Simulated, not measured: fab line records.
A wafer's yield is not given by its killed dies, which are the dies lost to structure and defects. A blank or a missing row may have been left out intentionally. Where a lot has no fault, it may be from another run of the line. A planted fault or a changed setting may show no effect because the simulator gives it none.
The tool behind it: which one? :: flow sky130 :: Sampling: 13 lots, 39 wafers, 5 of 708 route steps

== WHAT THE GAUGES SHOWED, per wafer ==
SKY_POLY_GATE_THK_MEAS_04. Usual: POLY_GATE_CVD_03_THK 74.9 nm, standard deviation 0.7.
lot: L611
measured: day 15 21:43
on: film-metro-04
POLY_GATE_CVD_03_THK (nm): 73.2 73.2 72.7
flag: 

lot: L612
measured: day 16 04:50
on: film-metro-04
POLY_GATE_CVD_03_THK (nm): 74.3 75.3 75.0
flag: 

lot: L613
measured: day 16 16:40
on: film-metro-01
POLY_GATE_CVD_03_THK (nm): 74.8 75.2 74.8
flag: 

lot: L614
measured: day 17 07:10
on: film-metro-02
POLY_GATE_CVD_03_THK (nm): 75.2 75.2 75.2
flag: 

lot: L619
measured: day 18 21:00
on: film-metro-01
POLY_GATE_CVD_03_THK (nm): 75.3 75.7 75.1
flag: 

lot: L621
measured: day 19 19:52
on: film-metro-04
POLY_GATE_CVD_03_THK (nm): 74.0 74.4 74.1
flag: 

lot: L625
measured: day 20 23:32
on: film-metro-04
POLY_GATE_CVD_03_THK (nm): 75.0 74.9 74.4
flag: 

lot: L627
measured: day 21 19:40
on: film-metro-01
POLY_GATE_CVD_03_THK (nm): 75.5 75.5 75.8
flag: 

lot: L628
measured: day 22 06:56
on: film-metro-04
POLY_GATE_CVD_03_THK (nm): 74.7 74.1 75.2
flag: 

lot: L629
measured: day 22 12:47
on: film-metro-01
POLY_GATE_CVD_03_THK (nm): 73.5 73.7 74.0
flag: 

lot: L630
measured: day 22 23:20
on: film-metro-04
POLY_GATE_CVD_03_THK (nm): 74.6 75.0 74.7
flag: 

lot: L631
measured: day 23 05:12
on: film-metro-02
POLY_GATE_CVD_03_THK (nm): 74.7 74.3 74.8
flag: 

lot: L632
measured: day 23 14:55
on: film-metro-01
POLY_GATE_CVD_03_THK (nm): 74.8 75.0 74.9
flag: 

SKY_LDD_N_TW_MEAS_17. Usual: LDD_N_TW 2592, standard deviation 13.
lot: L611
measured: day 18 11:23
on: film-metro-02
LDD_N_TW: 2594 2576 2589
flag: 

lot: L612
measured: day 18 21:29
on: film-metro-04
LDD_N_TW: 2575 2580 2586
flag: 

lot: L613
measured: day 19 09:05
on: film-metro-03
LDD_N_TW: 2606 2625 2612
flag: 

lot: L614
measured: day 20 00:11
on: film-metro-03
LDD_N_TW: 2605 2608 2593
flag: 

lot: L619
measured: day 21 15:14
on: film-metro-03
LDD_N_TW: 2624 2612 2612
flag: 

lot: L621
measured: day 22 10:59
on: film-metro-04
LDD_N_TW: 2588 2585 2582
flag: 

lot: L625
measured: day 23 16:59
on: film-metro-02
LDD_N_TW: 2577 2592 2577
flag: 

lot: L627
measured: day 24 10:14
on: film-metro-04
LDD_N_TW: 2570 2573 2581
flag: 

lot: L628
measured: day 24 21:17
on: film-metro-04
LDD_N_TW: 2571 2574 2564
flag: 

lot: L629
measured: day 25 02:35
on: film-metro-02
LDD_N_TW: 2590 2580 2586
flag: 

lot: L630
measured: day 25 13:55
on: film-metro-04
LDD_N_TW: 2597 2599 2605
flag: 

lot: L631
measured: day 25 20:53
on: film-metro-04
LDD_N_TW: 2607 2605 2597
flag: 

lot: L632
measured: day 26 06:05
on: film-metro-03
LDD_N_TW: 2593 2604 2606
flag: 

SKY_LDD_HVP_TW_MEAS_10. Usual: LDD_HVP_TW 458.4, standard deviation 2.
lot: L611
measured: day 22 07:42
on: film-metro-04
LDD_HVP_TW: 455.9 456.0 457.0
flag: 

lot: L612
measured: day 22 17:26
on: film-metro-01
LDD_HVP_TW: 457.3 456.9 456.6
flag: 

lot: L613
measured: day 23 05:11
on: film-metro-04
LDD_HVP_TW: 457.3 457.4 455.8
flag: 

lot: L614
measured: day 23 19:37
on: film-metro-03
LDD_HVP_TW: 458.9 458.0 454.2
flag: 

lot: L619
measured: day 25 09:50
on: film-metro-04
LDD_HVP_TW: 363.6 362.4 365.6
flag: OFF

lot: L621
measured: day 26 04:07
on: film-metro-03
LDD_HVP_TW: 362.9 365.4 364.7
flag: OFF

lot: L625
measured: day 27 09:25
on: film-metro-03
LDD_HVP_TW: 458.5 459.4 460.0
flag: 

lot: L627
measured: day 28 01:28
on: film-metro-03
LDD_HVP_TW: 453.8 458.0 455.9
flag: 

lot: L628
measured: day 28 11:59
on: film-metro-03
LDD_HVP_TW: 457.2 456.8 458.4
flag: 

lot: L629
measured: day 28 16:59
on: film-metro-04
LDD_HVP_TW: 459.7 458.9 460.5
flag: 

lot: L630
measured: day 29 04:26
on: film-metro-04
LDD_HVP_TW: 456.5 458.1 457.2
flag: 

lot: L631
measured: day 29 11:23
on: film-metro-01
LDD_HVP_TW: 461.3 459.4 460.4
flag: 

lot: L632
measured: day 29 20:02
on: film-metro-01
LDD_HVP_TW: 461.5 460.5 460.9
flag: 

SKY_SPACER_THK_MEAS_01. Usual: SPACER_CVD_00_THK 43.2 nm, standard deviation 0.46.
lot: L611
measured: day 23 16:08
on: film-metro-02
SPACER_CVD_00_THK (nm): 43.2 43.4 43.6
flag: 

lot: L612
measured: day 24 01:45
on: film-metro-03
SPACER_CVD_00_THK (nm): 43.2 43.1 43.1
flag: 

lot: L613
measured: day 24 13:08
on: film-metro-03
SPACER_CVD_00_THK (nm): 42.4 42.3 42.8
flag: 

lot: L614
measured: day 25 04:51
on: film-metro-03
SPACER_CVD_00_THK (nm): 42.4 42.4 42.9
flag: 

lot: L619
measured: day 26 16:42
on: film-metro-03
SPACER_CVD_00_THK (nm): 44.3 44.4 44.3
flag: 

lot: L621
measured: day 27 10:55
on: film-metro-03
SPACER_CVD_00_THK (nm): 42.9 42.9 43.0
flag: 

lot: L625
measured: day 28 15:57
on: film-metro-03
SPACER_CVD_00_THK (nm): 43.6 43.8 43.6
flag: 

lot: L627
measured: day 29 07:54
on: film-metro-01
SPACER_CVD_00_THK (nm): 43.3 43.6 43.0
flag: 

lot: L628
measured: day 29 18:54
on: film-metro-01
SPACER_CVD_00_THK (nm): 43.3 43.5 43.6
flag: 

lot: L629
measured: day 30 00:29
on: film-metro-03
SPACER_CVD_00_THK (nm): 43.3 43.0 43.2
flag: 

lot: L630
measured: day 30 10:13
on: film-metro-02
SPACER_CVD_00_THK (nm): 43.9 43.5 43.9
flag: 

lot: L631
measured: day 30 17:45
on: film-metro-03
SPACER_CVD_00_THK (nm): 43.3 43.2 43.3
flag: 

lot: L632
measured: day 31 01:37
on: film-metro-03
SPACER_CVD_00_THK (nm): 43.4 43.2 42.9
flag: 

== WHAT TOOL EACH LOT RAN ON (gives the tool, then ch and the chambers of the sampled wafers, and finally the start) ==
lot: L611
SKY_LDD_HVP_IMPLANT_08: implanter-02 ch 0, day 22 07:28

lot: L612
SKY_LDD_HVP_IMPLANT_08: implanter-02 ch 0, day 22 17:11

lot: L613
SKY_LDD_HVP_IMPLANT_08: implanter-03 ch 0, day 23 04:57

lot: L614
SKY_LDD_HVP_IMPLANT_08: implanter-03 ch 0, day 23 19:22

lot: L619
SKY_LDD_HVP_IMPLANT_08: implanter-03 ch 0, day 25 09:35

lot: L621
SKY_LDD_HVP_IMPLANT_08: implanter-03 ch 0, day 26 03:52

lot: L625
SKY_LDD_HVP_IMPLANT_08: implanter-01 ch 0, day 27 09:10

lot: L627
SKY_LDD_HVP_IMPLANT_08: implanter-02 ch 0, day 28 01:13

lot: L628
SKY_LDD_HVP_IMPLANT_08: implanter-03 ch 0, day 28 11:44

lot: L629
SKY_LDD_HVP_IMPLANT_08: implanter-02 ch 0, day 28 16:44

lot: L630
SKY_LDD_HVP_IMPLANT_08: implanter-02 ch 0, day 29 04:11

lot: L631
SKY_LDD_HVP_IMPLANT_08: implanter-03 ch 0, day 29 11:08

lot: L632
SKY_LDD_HVP_IMPLANT_08: implanter-01 ch 0, day 29 19:48
- SKY_LDD_HVP_IMPLANT_08

== WHAT THE TOOLS THEMSELVES READ (means of the sampled wafers that have a number; where no wafer has one, the mark that the record gives instead) ==
SKY_LDD_HVP_IMPLANT_08. Usual: dose-ions-cm2 1.6999e+13, standard deviation 1.7e+10; faraday-current-uA 96.0, standard deviation 1.8.
lot: L611
tool: implanter-02
dose-ions-cm2: 1.6995e+13
faraday-current-uA: 96.1
flag: 

lot: L612
tool: implanter-02
dose-ions-cm2: 1.7005e+13
faraday-current-uA: 97.2
flag: 

lot: L613
tool: implanter-03
dose-ions-cm2: 1.7001e+13
faraday-current-uA: 95.1
flag: 

lot: L614
tool: implanter-03
dose-ions-cm2: 1.7017e+13
faraday-current-uA: 96.4
flag: 

lot: L619
tool: implanter-03
dose-ions-cm2: 7.8423e+12
faraday-current-uA: 43.6
flag: OFF

lot: L621
tool: implanter-03
dose-ions-cm2: 7.8667e+12
faraday-current-uA: 44.0
flag: OFF

lot: L625
tool: implanter-01
dose-ions-cm2: 1.7000e+13
faraday-current-uA: 96.8
flag: 

lot: L627
tool: implanter-02
dose-ions-cm2: 1.7027e+13
faraday-current-uA: 95.9
flag: 

lot: L628
tool: implanter-03
dose-ions-cm2: 1.6992e+13
faraday-current-uA: 95.0
flag: 

lot: L629
tool: implanter-02
dose-ions-cm2: 1.6999e+13
faraday-current-uA: 95.7
flag: 

lot: L630
tool: implanter-02
dose-ions-cm2: 1.7003e+13
faraday-current-uA: 94.8
flag: 

lot: L631
tool: implanter-03
dose-ions-cm2: 1.6980e+13
faraday-current-uA: 94.8
flag: 

lot: L632
tool: implanter-01
dose-ions-cm2: 1.6996e+13
faraday-current-uA: 96.6
flag: 

== THE ANSWER, worked out from the rows above alone ==
Rule: lot off if the mean of its wafers having a number is beyond 3 standard deviations from the usual mean. Also off: a lot with no number at a reading for which 4 or more lots have one. Where the step has rows for the other lots, those lots are counted as sound. First the gauges in route order, then the tools' own readings, where a lot's mean is used as printed above. The first step at which some lot is off is used, and at that step the reading that is off furthest; a lot without a number counts as furthest.
Off: L619, L621, seen at SKY_LDD_HVP_TW_MEAS_10 (LDD_HVP_TW).
A tool fits if, at a process step before that reading, it ran every lot that is off, and no sound lot after the first of them. Not tried: the gauges at SKY_LDD_HVP_TW_MEAS_10; whatever is off there is also off at SKY_LDD_HVP_IMPLANT_08, on other tools, and gauge error can't account for it. None of those tried fits.

== WHAT THE SIMULATOR PUT IN ==
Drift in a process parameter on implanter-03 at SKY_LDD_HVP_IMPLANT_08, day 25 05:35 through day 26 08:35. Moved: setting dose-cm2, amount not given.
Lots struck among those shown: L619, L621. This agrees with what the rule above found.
